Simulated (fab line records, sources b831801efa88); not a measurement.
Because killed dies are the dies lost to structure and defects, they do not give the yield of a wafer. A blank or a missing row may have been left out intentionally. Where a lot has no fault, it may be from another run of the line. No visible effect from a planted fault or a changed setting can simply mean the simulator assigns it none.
One fault through the eyes of 2 desks || flow gf180mcu || numbers are kept per desk, each desk with only its own; the story behind them comes last

## THE TOOL OWNER'S DESK: litho track-01
The tool's own readings at GF_V3_PEB_12 (peb time 90 s): means of the sampled wafers that have a number, for each lot that ran on this tool. Marked OUT: a lot whose mean sits more than 4 standard deviations from the usual mean, which makes it out of limits; the brackets give that distance.
Columns: A = heater power total W at GF_V3_PEB_12, usual 85.69 W; B = plate temp C at GF_V3_PEB_12, usual 135.01 C
{"lot": "L231", "first seen here": "day 23 16:30", "A": 85.67, "B": 134.97}
{"lot": "L234", "first seen here": "day 24 21:05", "A": "81.75 (-46) OUT", "B": "130.20 (-30) OUT"}
{"lot": "L236", "first seen here": "day 25 08:30", "A": "81.75 (-46) OUT", "B": "130.47 (-28) OUT"}
{"lot": "L243", "first seen here": "day 27 18:49", "A": 85.69, "B": 134.85}
{"lot": "L244", "first seen here": "day 28 03:52", "A": 85.68, "B": 135.02}
{"lot": "L248", "first seen here": "day 29 06:45", "A": 85.72, "B": 135.19}
Finding of this desk: L234, L236 out of limits; the first was L234 at day 24 21:05, on heater power total W at GF_V3_PEB_12. Within limits: L231, L243, L244, L248.

## AT THE METROLOGY DESK
What the gauges read for every lot (on any tool): the sampled wafers with a number, averaged. Marked OUT: a lot whose mean sits more than 4 standard deviations from the usual mean, which makes it out of limits; the brackets give that distance.
Columns: A = cd nm at GF_V3_CD_MEAS_14, usual 260.1 nm
{"lot": "L227", "first seen here": "day 22 04:29", "A": 261.7}
{"lot": "L231", "first seen here": "day 23 16:51", "A": 260.7}
{"lot": "L234", "first seen here": "day 24 21:25", "A": "242.1 (-15) OUT"}
{"lot": "L235", "first seen here": "day 25 05:14", "A": 259.8}
{"lot": "L236", "first seen here": "day 25 08:51", "A": "247.9 (-10) OUT"}
{"lot": "L243", "first seen here": "day 27 19:08", "A": 260.4}
{"lot": "L244", "first seen here": "day 28 04:11", "A": 258.4}
{"lot": "L246", "first seen here": "day 28 18:23", "A": 262.3}
{"lot": "L248", "first seen here": "day 29 07:06", "A": 260.1}
{"lot": "L249", "first seen here": "day 29 13:44", "A": 260.6}
{"lot": "L250", "first seen here": "day 29 19:29", "A": 259.0}
Finding of this desk: L234, L236 out of limits; the first was L234 at day 24 21:25, on cd nm at GF_V3_CD_MEAS_14. Within limits: L227, L231, L235, L243, L244, L246, L248, L249, L250.

## PUT TOGETHER
The tool owner's desk had the chance to raise an alarm at day 24 21:05 on L234, L236.
Metrology desk: alarm possible at day 24 21:25 on L234, L236.
GF_V3_PEB_12 was run on litho track-01 by each of the lots named.

## WHAT THE SIMULATOR PUT IN
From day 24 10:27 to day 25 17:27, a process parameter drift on litho track-01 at GF_V3_PEB_12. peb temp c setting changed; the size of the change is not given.
Lots struck among those shown: L234, L236.
Hours from the fault's start to each desk's first reading out of limits: the tool owner's desk, 11; the metrology desk, 11.
